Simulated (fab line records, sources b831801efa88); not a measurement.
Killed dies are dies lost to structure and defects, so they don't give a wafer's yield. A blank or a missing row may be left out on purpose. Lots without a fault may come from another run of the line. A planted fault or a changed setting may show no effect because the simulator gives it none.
A struck lot beside a sound one | flow sky130 | 17 steps out of a route of 708
Sound: wafers L133.4, L133.5, L133.6. Struck: wafer L145.4. (L145.2, L145.3 of the same lot were not struck and are left out.) The cause comes at the end.
At each step with rows: each side's tool, then ch and its chambers, then its first start. Under that, the readings that differ: sound wafers | struck wafers | difference of the means | sigmas: that difference in standard deviations of wafers without a fault.
alike: readings whose means differ by less than 2 such deviations, and words and numbers that are the same on both sides. not compared: withheld readings, readings that some wafer has no value for, bounds like >300 that may hide the same value, and numbers for which the record gives no deviation and whose values overlap.
The two part at a step that has a row with sigmas, a row that says differs or no value, or rows on one side only. Numbers that don't overlap but have no deviation are shown without sigmas and don't part them. A reading that every wafer of one side lacks parts them only if that side has two wafers or more.

SKY_VIA1_CMP_02: polishes SiO2.
  sound on cmp-02 ch 0,1, day 34 14:47; struck on cmp-02 ch 0, day 38 14:10
  alike: motor_current_A, slurry_flow_ml_min
SKY_VIA1_BOW_MEAS_03:
  sound on film_metro-04, day 34 15:06; struck on film_metro-02, day 38 14:29
  alike: VIA1_BOW
then, 8 steps without rows for these wafers: SKY_VIA1_DEHYDRATE_04 (time 60 s); SKY_VIA1_HMDS_05 (prime time 60 s); SKY_VIA1_COAT_06 (resist thk 60 nm); SKY_VIA1_COAT_07 (resist thk 450 nm); SKY_VIA1_SOFTBAKE_08 (time 90 s); SKY_VIA1_EXPOSE_09 (exposes mask VIM, target cd 150 nm); SKY_VIA1_PEB_10; SKY_VIA1_DEVELOP_11 (develop time 60 s).
SKY_VIA1_CD_MEAS_12: target cd 150 nm.
  sound on cd_sem-01, day 35 17:11; struck on cd_sem-01, day 39 15:49
  alike: cd_nm
SKY_VIA1_OVL_MEAS_13:
  sound on overlay-02, day 35 17:16; struck on overlay-01, day 39 15:55
  alike: VIA1_OVL
SKY_VIA1_ETCH_14: etches BARC in N2/H2, stops on SiO2, time 45.9 s, target depth 60 nm.
  sound on rie_diel-04 ch 0,1,3, day 35 17:16; struck on rie_diel-04 ch 0, day 39 15:56
  reading                                     | sound             | struck | difference | sigmas
  model.KrF-thick_of_VIA1_COAT_07.thk_nm (nm) | 392.3 394.1 390.8 | 399.5  | +7.1       |
  alike: drypump_motor_current_A, oes_product_au, rf_fwd_power_W, throttle_valve_pct
  not compared: rf_hours_counter_h
SKY_VIA1_ETCH_15: etches SiO2 in C4F8/O2/Ar, stops on TiN, target depth 351 nm, time 54 s.
  sound on rie_diel-04 ch 0,1,3, day 35 17:19; struck on rie_diel-04 ch 0, day 39 15:59
  reading                                     | sound             | struck | difference | sigmas
  model.KrF-thick_of_VIA1_COAT_07.thk_nm (nm) | 322.5 326.2 320.3 | 328.8  | +5.8       |
  alike: oes_product_au, rf_fwd_power_W
  not compared: rf_hours_counter_h
SKY_VIA1_STRIP_16: strips in O2/N2.
  sound on plasma_asher-04 ch 0,1, day 35 17:24; struck on plasma_asher-03 ch 1, day 39 16:02
  reading                      | sound             | struck | difference | sigmas
  oes_product_au (a.u.)        | 0.406 0.414 0.416 | 0.424  | +0.012     | +2
  strip_time_to_endpoint_s (s) | 4.449 4.511 4.431 | 4.547  | +0.083     | +4
  alike: drypump_motor_current_A
  not compared: rf_hours_counter_h
then, 2 steps without rows for these wafers: SKY_VIA1_STRIP_17 (strips in post etch residue remover, time 1200 s); SKY_PAD_OPEN_PROBE_99.

WHERE THEY PART
Only at SKY_VIA1_STRIP_16, within this record.

WHY: what the simulator had put in
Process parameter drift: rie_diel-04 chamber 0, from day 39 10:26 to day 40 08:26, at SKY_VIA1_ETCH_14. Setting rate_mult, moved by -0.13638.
